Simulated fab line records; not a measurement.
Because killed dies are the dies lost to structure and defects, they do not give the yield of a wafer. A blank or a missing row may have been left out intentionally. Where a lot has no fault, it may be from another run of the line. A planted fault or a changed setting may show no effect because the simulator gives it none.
Which of the tools did it?    flow gf180mcu    13 lots, 39 wafers sampled, at 4 steps of a route of 602

## WHAT EACH GAUGE READ, for each wafer
GF_STI_THK_MEAS_30. Usual: STI_OXIDATION_02_THK 10.00 nm, standard deviation 0.18.
lot   measured     on             STI_OXIDATION_02_THK (nm)  flag
L802  day 2 07:22  film_metro-02  10.02 10.11 10.07          
L803  day 2 11:29  film_metro-04  9.77 9.87 9.90             
L804  day 2 16:39  film_metro-04  9.99 9.94 9.97             
L805  day 2 23:55  film_metro-02  9.77 9.79 9.59             
L806  day 3 03:07  film_metro-01  9.79 9.68 10.02            
L807  day 3 08:46  film_metro-04  10.42 10.40 10.30          
L808  day 3 12:57  film_metro-02  10.00 10.05 10.11          
L809  day 3 18:30  film_metro-04  9.95 9.90 10.17            
L810  day 4 00:56  film_metro-01  9.95 9.98 10.02            
L814  day 4 20:56  film_metro-01  10.19 10.23 10.02          
L816  day 5 06:56  film_metro-04  15.48 15.59 15.58          OFF
L818  day 5 16:55  film_metro-04  15.87 15.57 15.73          OFF
L819  day 5 21:07  film_metro-04  15.56 15.71 15.48          OFF

GF_POLY_GATE_THK_MEAS_17. Usual: POLY_GATE_OXIDATION_THK 4.02 nm, standard deviation 0.086.
lot   measured      on             POLY_GATE_OXIDATION_THK (nm)  flag
L802  day 9 11:59   film_metro-02  4.01 3.98 4.10                
L803  day 9 17:28   film_metro-02  3.95 4.08 4.02                
L804  day 9 22:07   film_metro-03  4.20 4.07 4.16                
L805  day 10 07:25  film_metro-02  3.84 3.90 3.90                
L806  day 10 10:56  film_metro-03  4.04 3.97 4.07                
L807  day 10 15:20  film_metro-03  4.01 4.00 4.01                
L808  day 10 20:33  film_metro-04  4.00 3.84 3.86                
L809  day 11 04:52  film_metro-04  3.95 3.94 4.00                
L810  day 11 15:47  film_metro-02  3.98 3.93 4.15                
L814  day 12 19:21  film_metro-04  4.10 4.10 4.07                
L816  day 13 08:10  film_metro-02  3.86 3.92 3.97                
L818  day 13 21:23  film_metro-02  4.10 4.15 4.13                
L819  day 14 03:33  film_metro-02  3.93 3.96 3.95                

GF_CONTACT_CD_MEAS_14 targets a cd of 220 nm. Usual: 220.1 nm for cd_nm, sd 1.4.
lot   measured      on         cd_nm (nm)         flag
L802  day 16 06:58  cd_sem-01  220.8 221.1 220.5  
L803  day 16 17:17  cd_sem-02  219.8 220.1 219.8  
L804  day 16 20:42  cd_sem-02  217.6 217.5 219.7  
L805  day 17 11:29  cd_sem-02  219.5 218.1 218.7  
L806  day 17 18:46  cd_sem-01  222.4 222.4 222.1  
L807  day 17 19:07  cd_sem-01  221.2 220.7 221.3  
L808  day 18 05:22  cd_sem-02  220.7 222.4 221.6  
L809  day 18 13:22  cd_sem-01  219.5 221.0 222.3  
L810  day 19 03:54  cd_sem-02  219.6 219.6 218.1  
L814  day 20 15:04  cd_sem-02  220.1 218.4 219.1  
L816  day 21 03:46  cd_sem-01  219.2 218.6 217.9  
L818  day 21 23:45  cd_sem-02  220.5 217.8 219.4  
L819  day 22 03:18  cd_sem-02  220.9 221.1 219.8  

## EACH LOT AND THE TOOL THAT RAN IT (in order: tool; ch and the chambers of the sampled wafers; start)
lot   GF_STI_OXIDATION_29
L802  furnace-02 ch 0, day 2 05:58
L803  furnace-01 ch 0, day 2 10:04
L804  furnace-01 ch 0, day 2 15:15
L805  furnace-01 ch 0, day 2 22:31
L806  furnace-01 ch 0, day 3 01:44
L807  furnace-02 ch 0, day 3 07:23
L808  furnace-02 ch 0, day 3 11:32
L809  furnace-01 ch 0, day 3 17:06
L810  furnace-02 ch 0, day 3 23:31
L814  furnace-02 ch 0, day 4 19:31
L816  furnace-02 ch 0, day 5 05:32
L818  furnace-02 ch 0, day 5 15:31
L819  furnace-02 ch 0, day 5 19:42
- GF_STI_OXIDATION_29: stabilise 600 s, purge 300 s, target thk 10 nm.

## AS READ BY THE TOOLS THEMSELVES (means over the sampled wafers that have a number; for cases with no such wafer, the mark the record gives instead)
GF_STI_OXIDATION_29. Usual: spike_tc_upper_C 900.4 C, standard deviation 0.96; zone_power_top_pct 32.6 %, standard deviation 2.2.
lot   tool        spike_tc_upper_C (C)  zone_power_top_pct (%)  flag
L802  furnace-02  899.7                 34.3                    
L803  furnace-01  901.0                 29.9                    
L804  furnace-01  900.3                 30.1                    
L805  furnace-01  900.5                 30.1                    
L806  furnace-01  900.4                 29.9                    
L807  furnace-02  901.7                 34.5                    
L808  furnace-02  900.8                 34.1                    
L809  furnace-01  900.4                 29.8                    
L810  furnace-02  900.5                 34.2                    
L814  furnace-02  899.6                 34.6                    
L816  furnace-02  900.3                 34.6                    
L818  furnace-02  899.8                 34.6                    
L819  furnace-02  900.8                 34.4                    

## THE ANSWER, worked out from the rows above alone
Rule: take the mean of a lot's wafers that have a number; if it is more than 3 standard deviations from the usual mean, the lot is off. Also off: a lot with no number at a reading for which 4 or more lots have one. The other lots that the step has rows for count as sound. Order of review: gauges by route order, followed by the tools' own readings, for which a lot's mean as printed above is used. At the first step where some lot is off, the reading lying furthest off is the one used; lots without a number count as furthest.
Off: at GF_STI_THK_MEAS_30 (STI_OXIDATION_02_THK), L816, L818, L819.
If a tool, at a process step before that reading, ran all the lots that are off and no sound lot after the first of them, it fits. Gauges at GF_STI_THK_MEAS_30: tried the same way as those tools. This does not decide it: 2 tools fit, namely furnace-02 at GF_STI_OXIDATION_29 and film_metro-04 at GF_STI_THK_MEAS_30.

## WHAT THE SIMULATOR PUT IN
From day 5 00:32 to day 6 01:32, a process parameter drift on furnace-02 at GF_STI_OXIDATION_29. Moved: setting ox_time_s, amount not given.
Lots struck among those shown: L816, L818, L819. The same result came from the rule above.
